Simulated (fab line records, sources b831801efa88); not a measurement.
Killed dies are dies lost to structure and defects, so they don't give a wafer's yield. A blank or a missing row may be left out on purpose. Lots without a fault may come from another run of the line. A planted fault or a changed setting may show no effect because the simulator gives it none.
One fault seen from 2 desks | flow sky130 | each desk has only its own numbers; what lay behind them comes last

THE TOOL OWNER'S DESK: iline_stepper-02
The tool's own readings at SKY_RES_XHIGH_EXPOSE_04 (exposes mask URPM, target cd 1270 nm): means of the sampled wafers that have a number, for each lot that ran on this tool. A lot is out of limits, marked OUT, if its mean lies more than 4 standard deviations from the usual mean; the brackets give that distance.
Columns: A = exposure_dose_mJ_cm2 at SKY_RES_XHIGH_EXPOSE_04, usual 139.99; B = focus_offset_nm at SKY_RES_XHIGH_EXPOSE_04, usual 0.1 nm
lot  | first seen here | A      | B
L532 | day 27 09:41    | 140.12 | 0.3
L535 | day 27 14:52    | 140.04 | 0.0
L547 | day 30 23:47    | 139.94 | -0.1
L548 | day 31 18:14    | 139.88 | 0.1
L550 | day 32 12:56    | 140.28 | -0.3
L555 | day 33 18:28    | 139.99 | 0.0
This desk's finding: nothing out of limits on any of the 6 lots.

THE METROLOGY DESK
What the gauges read, lot by lot, whatever tool the lot ran on: means of the sampled wafers that have a number. A lot is out of limits, marked OUT, if its mean lies more than 4 standard deviations from the usual mean; the brackets give that distance.
Columns: A = LDD_HVN_TW at SKY_LDD_HVN_TW_MEAS_10, usual 1438; B = cd_nm at SKY_SD_P_CD_MEAS_07, usual 381.1 nm; C = RES_XHIGH_TW at SKY_RES_XHIGH_TW_MEAS_09, usual 1639
lot  | first seen here | A    | B     | C
L532 | day 21 18:05    | 1459 | 381.5 | 1633
L535 | day 21 20:47    | 1467 | 379.5 | 1638
L533 | day 21 21:14    | 1436 | 378.7 | 1612
L534 | day 21 21:53    | 1433 | 382.8 | 1661
L540 | day 23 09:41    | 1426 | 380.8 | 1673
L541 | day 23 16:17    | 1456 | 381.7 | 1634
L543 | day 24 03:32    | 1441 | 379.3 | 31 (-80) OUT
L542 | day 24 06:14    | 1426 | 379.7 | 30 (-80) OUT
L547 | day 25 14:45    | 1431 | 383.2 | 1629
L548 | day 26 10:50    | 1415 | 382.0 | 1641
L550 | day 27 03:14    | 1415 | 380.7 | 1640
L553 | day 27 21:14    | 1412 | 386.0 | 1618
L554 | day 28 01:35    | 1457 | 380.2 | 1643
L555 | day 28 10:42    | 1430 | 385.0 | 1647
This desk's finding: out of limits on L542, L543; first on L543, day 30 04:52 (RES_XHIGH_TW at SKY_RES_XHIGH_TW_MEAS_09). In limits: L532, L535, L533, L534, L540, L541, L547, L548, L550, L553, L554, L555.

PUT TOGETHER
The metrology desk could have raised an alarm at day 30 04:52, on L542, L543.
The tool owner's desk saw nothing out of limits.
The tool owner's desk has no number on record for L542, L543.
Of the lots named, all ran SKY_RES_XHIGH_EXPOSE_04 on iline_stepper-02.

WHAT THE SIMULATOR HAD PUT IN
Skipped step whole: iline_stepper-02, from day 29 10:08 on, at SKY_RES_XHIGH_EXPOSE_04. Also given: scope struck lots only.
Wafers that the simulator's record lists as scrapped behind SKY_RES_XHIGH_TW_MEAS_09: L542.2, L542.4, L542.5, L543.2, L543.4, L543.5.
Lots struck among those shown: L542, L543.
Hours from the fault's start to each desk's first reading out of limits: the metrology desk, 19.
